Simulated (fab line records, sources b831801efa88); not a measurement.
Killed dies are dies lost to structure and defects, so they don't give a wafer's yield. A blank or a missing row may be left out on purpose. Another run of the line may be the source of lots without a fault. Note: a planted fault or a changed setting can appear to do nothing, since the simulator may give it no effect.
What tool caused it? + flow gf180mcu + 13 lots with 39 wafers sampled at 3 steps, on a route of 602 steps

== WHAT THE GAUGES SHOWED, per wafer ==
GF_STI_THK_MEAS_24. Usual: STI_CVD_23_THK gives 663 nm (standard deviation 7.2).
| lot  | measured    | on            | STI_CVD_23_THK (nm) | flag |
|------|-------------|---------------|---------------------|------|
| L279 | day 2 04:16 | film-metro-01 | 667 663 672         |      |
| L281 | day 2 17:22 | film-metro-04 | 663 663 671         |      |
| L282 | day 2 19:38 | film-metro-04 | 658 655 653         |      |
| L283 | day 3 00:35 | film-metro-04 | 652 655 649         |      |
| L285 | day 3 11:00 | film-metro-04 | 665 653 657         |      |
| L289 | day 4 07:30 | film-metro-03 | 658 657 666         |      |
| L292 | day 4 22:38 | film-metro-01 | 654 664 663         |      |
| L294 | day 5 11:46 | film-metro-03 | 675 673 656         |      |
| L295 | day 5 15:58 | film-metro-03 | 679 678 675         |      |
| L296 | day 5 20:11 | film-metro-01 | 668 677 662         |      |
| L298 | day 6 05:16 | film-metro-04 | 667 657 673         |      |
| L301 | day 6 21:45 | film-metro-04 | 661 653 651         |      |
| L302 | day 7 01:58 | film-metro-01 | 673 659 667         |      |

GF_VT_IMPLANT_TW_MEAS_10. Usual: VT_IMPLANT_TW gives 560 (standard deviation 7.2).
| lot  | measured     | on            | VT_IMPLANT_TW | flag |
|------|--------------|---------------|---------------|------|
| L279 | day 5 18:32  | film-metro-03 | 569 567 569   |      |
| L281 | day 6 06:32  | film-metro-04 | 555 554 551   |      |
| L282 | day 6 11:08  | film-metro-04 | 551 555 557   |      |
| L283 | day 6 16:20  | film-metro-04 | 552 553 557   |      |
| L285 | day 7 04:56  | film-metro-02 | 564 565 566   |      |
| L289 | day 8 10:01  | film-metro-04 | 553 555 554   |      |
| L292 | day 9 02:10  | film-metro-03 | 574 570 569   |      |
| L294 | day 9 14:47  | film-metro-04 | 440 437 441   | OFF  |
| L295 | day 9 20:37  | film-metro-03 | 453 454 453   | OFF  |
| L296 | day 10 00:22 | film-metro-04 | 550 554 554   |      |
| L298 | day 10 11:46 | film-metro-03 | 450 453 451   | OFF  |
| L301 | day 11 05:53 | film-metro-04 | 553 553 548   |      |
| L302 | day 11 12:38 | film-metro-03 | 570 570 571   |      |

== EACH LOT AND THE TOOL THAT RAN IT (in order: tool; ch and the chambers of the sampled wafers; start) ==
| lot  | GF_VT_IMPLANT_IMPLANT_08        |
|------|---------------------------------|
| L279 | implanter-02 ch 0, day 5 18:19  |
| L281 | implanter-03 ch 0, day 6 06:17  |
| L282 | implanter-02 ch 0, day 6 10:55  |
| L283 | implanter-04 ch 0, day 6 16:07  |
| L285 | implanter-02 ch 0, day 7 04:41  |
| L289 | implanter-03 ch 0, day 8 09:48  |
| L292 | implanter-04 ch 0, day 9 01:53  |
| L294 | implanter-03 ch 0, day 9 14:34  |
| L295 | implanter-03 ch 0, day 9 20:24  |
| L296 | implanter-04 ch 0, day 10 00:09 |
| L298 | implanter-03 ch 0, day 10 11:31 |
| L301 | implanter-02 ch 0, day 11 05:40 |
| L302 | implanter-04 ch 0, day 11 12:26 |
- GF_VT_IMPLANT_IMPLANT_08

== AS READ BY THE TOOLS THEMSELVES (means over the sampled wafers that have a number; for cases with no such wafer, the mark the record gives instead) ==
GF_VT_IMPLANT_IMPLANT_08. Usual: dose-ions-cm2 8.292e+12, standard deviation 8.3e+09; faraday-current-uA 46.6, standard deviation 0.88.
| lot  | tool         | dose-ions-cm2 | faraday-current-uA | flag |
|------|--------------|---------------|--------------------|------|
| L279 | implanter-02 | 8.292e+12     | 46.4               |      |
| L281 | implanter-03 | 8.291e+12     | 47.4               |      |
| L282 | implanter-02 | 8.297e+12     | 47.1               |      |
| L283 | implanter-04 | 8.290e+12     | 46.6               |      |
| L285 | implanter-02 | 8.304e+12     | 46.4               |      |
| L289 | implanter-03 | 8.288e+12     | 45.9               |      |
| L292 | implanter-04 | 8.287e+12     | 45.6               |      |
| L294 | implanter-03 | 3.946e+12     | 22.0               | OFF  |
| L295 | implanter-03 | 3.956e+12     | 22.6               | OFF  |
| L296 | implanter-04 | 8.282e+12     | 46.2               |      |
| L298 | implanter-03 | 3.960e+12     | 22.2               | OFF  |
| L301 | implanter-02 | 8.300e+12     | 46.1               |      |
| L302 | implanter-04 | 8.297e+12     | 46.2               |      |

== THE ANSWER, worked out from the rows above alone ==
Rule: take the mean of a lot's wafers that have a number; if it is more than 3 standard deviations from the usual mean, the lot is off. A lot without any number at a reading at which 4 lots or more have one is off too. All remaining lots with rows at the step are treated as sound. Order of review: gauges by route order, followed by the tools' own readings, for which a lot's mean as printed above is used. The first step at which some lot is off is used, and at that step the reading that is off furthest; a lot without a number counts as furthest.
Off: L294, L295, L298, at GF_VT_IMPLANT_TW_MEAS_10 (VT_IMPLANT_TW).
If a tool, at a process step before that reading, ran all the lots that are off and no sound lot after the first of them, it fits. Not tried: the gauges at GF_VT_IMPLANT_TW_MEAS_10; whatever is off there is also off at GF_VT_IMPLANT_IMPLANT_08, on other tools, and gauge error can't account for it. One candidate fits, namely implanter-03 at GF_VT_IMPLANT_IMPLANT_08. A fault onset in the window from L289 (day 8 09:48, its last sound lot) to L294 (day 9 14:34, its first lot off) fits.
The tool's own readings at GF_VT_IMPLANT_IMPLANT_08 bear it out: on the lots that are off they differ by more than 5 times the standard deviation of the sound lots' means. dose-ions-cm2 reads 3.954e+12 there against 8.293e+12 on the sound lots; faraday-current-uA reads 22.3 there against 46.4 on the sound lots.

== WHAT HAD BEEN PUT IN BY THE SIMULATOR ==
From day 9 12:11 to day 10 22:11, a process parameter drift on implanter-03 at GF_VT_IMPLANT_IMPLANT_08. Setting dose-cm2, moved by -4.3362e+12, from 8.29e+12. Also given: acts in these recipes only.
Shown lots that were struck: L294, L295, L298. The rule given above showed the same thing.
